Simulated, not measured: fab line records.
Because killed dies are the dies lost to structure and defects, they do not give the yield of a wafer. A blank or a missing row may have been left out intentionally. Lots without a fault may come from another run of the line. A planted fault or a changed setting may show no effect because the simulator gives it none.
Lot-split experiment | flow gf180mcu | route with 602 steps; 5 lots, 23 wafers read

== ABOUT THE SPLIT ==
At GF_V2_CMP_04 (polishes SiO2), the setting leave_above_ref_nm was moved away from the recipe's 632.5 nm on 10 of the 23 wafers read, by -4.3% to +6.4%. For the rest of the wafers, this setting stayed at what the recipe calls for.

== BETWEEN THE SPLIT AND THE READING: the file shows 1 step in between ==
- GF_V2_ETCH_16: etches BARC in N2/H2 (also split here: bias_w)

== THE READING ==
oes_product_au, in a.u., at GF_V2_ETCH_17 (etches SiO2 in C4F8/O2/Ar, stops on TiN, target depth 630 nm). On this fab line, fault-free wafers typically give 0.856 a.u. with a standard deviation of 0.0049 a.u.

wafer  | tool, chamber at the split | leave_above_ref_nm as run, nm | against the recipe | oes_product_au, a.u. | against lot-mates on the recipe
L074.1 | cmp-02, 2                  | 605.2                         | -4.3%              | 0.833                | -0.029
L074.2 | cmp-02, 0                  | 605.2                         | -4.3%              | 0.839                | -0.023
L074.4 | cmp-02, 1                  | 632.5                         | recipe             | 0.862                | -
L074.5 | cmp-02, 1                  | 605.2                         | -4.3%              | 0.848                | -0.014
L074.6 | cmp-02, 0                  | 632.5                         | recipe             | 0.862                | -
L075.1 | cmp-02, 0                  | 632.5                         | recipe             | 0.849                | -
L075.3 | cmp-02, 2                  | 612.6                         | -3.1%              | 0.843                | -0.006
L075.4 | cmp-02, 3                  | 632.5                         | recipe             | 0.849                | -
L075.5 | cmp-02, 3                  | 612.6                         | -3.1%              | 0.843                | -0.006
L075.6 | cmp-02, 0                  | 612.6                         | -3.1%              | 0.841                | -0.008
L082.1 | cmp-01, 2                  | 673.1                         | +6.4%              | 0.884                | +0.030
L082.2 | cmp-01, 0                  | 632.5                         | recipe             | 0.858                | -
L082.3 | cmp-01, 1                  | 632.5                         | recipe             | 0.853                | -
L082.5 | cmp-01, 3                  | 673.1                         | +6.4%              | 0.887                | +0.033
L082.6 | cmp-01, 0                  | 632.5                         | recipe             | 0.851                | -
L083.2 | cmp-02, 1                  | 632.5                         | recipe             | 0.858                | -
L083.3 | cmp-02, 0                  | 632.5                         | recipe             | 0.858                | -
L083.4 | cmp-02, 3                  | 655.1                         | +3.6%              | 0.872                | +0.015
L083.5 | cmp-02, 1                  | 655.1                         | +3.6%              | 0.878                | +0.021
L083.6 | cmp-02, 2                  | 632.5                         | recipe             | 0.855                | -
L084.1 | cmp-02, 2                  | 632.5                         | recipe             | 0.858                | -
L084.2 | cmp-02, 3                  | 632.5                         | recipe             | 0.860                | -
L084.4 | cmp-02, 1                  | 632.5                         | recipe             | 0.855                | -

FIT RESULTS
A straight line over all 23 wafers: oes_product_au changes by +0.00441 a.u. for each +1% of leave_above_ref_nm; r = +0.95; the points scatter about the line by 0.0044 a.u.
The same after taking each lot's own level away (the mean of its wafers on the recipe; 23 wafers): +0.00456 a.u. for each +1%; r = +0.96; scatter 0.0042 a.u.
That fit puts the effect of the largest move of leave_above_ref_nm on the reading at 0.029 a.u.
The lots' own levels span 0.8490 to 0.8620 a.u., that is 2.7 times the standard deviation above.
Consequently the slope shifts little with the lot-to-lot level, the two slopes agreeing.
Check: +0.0305 a.u. against its lot-mates is what the line predicts for one of the wafers moved furthest among these (+6.4%) when that wafer is left out of the fit. It came out at +0.03 a.u. against them.

== THESE WAFERS: OTHER SPLITS ==
Note: prior to the reading, these wafers also went through further splits. Each is held against what the fit with the lots' levels taken away leaves over:
other split on the same wafers | wafers away from the commonest value | r with oes_product_au (lot level and that fit taken away)
GF_M2_METAL_ETCH_16 time_s     | 8                                    | -0.29
GF_V2_ETCH_16 bias_w           | 5                                    | -0.06

== THE WHOLE CHAIN: every reading that the file lists as answering this split, in the file's order ==
step          | what it does                                                 | reading                                                                   | change (the file's fit)                   | r (the file's)
GF_V2_CMP_04  | polishes SiO2                                                | SiO2_of_V2_CVD_02.thk_nm (the simulator's own value, which no gauge read) | +6.32 nm for each +1% of the setting      | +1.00
GF_V2_ETCH_17 | etches SiO2 in C4F8/O2/Ar, stops on TiN, target depth 630 nm | oes_product_au                                                            | +0.00469 a.u. for each +1% of the setting | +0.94
GF_V2_ETCH_17 | etches SiO2 in C4F8/O2/Ar, stops on TiN, target depth 630 nm | V2.feature_depth_nm (the simulator's own value, which no gauge read)      | +6.32 nm for each +1% of the setting      | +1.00

== FILE'S OWN FIT ==
oes_product_au changes by +0.00469 a.u. for each +1% of leave_above_ref_nm, r = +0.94.
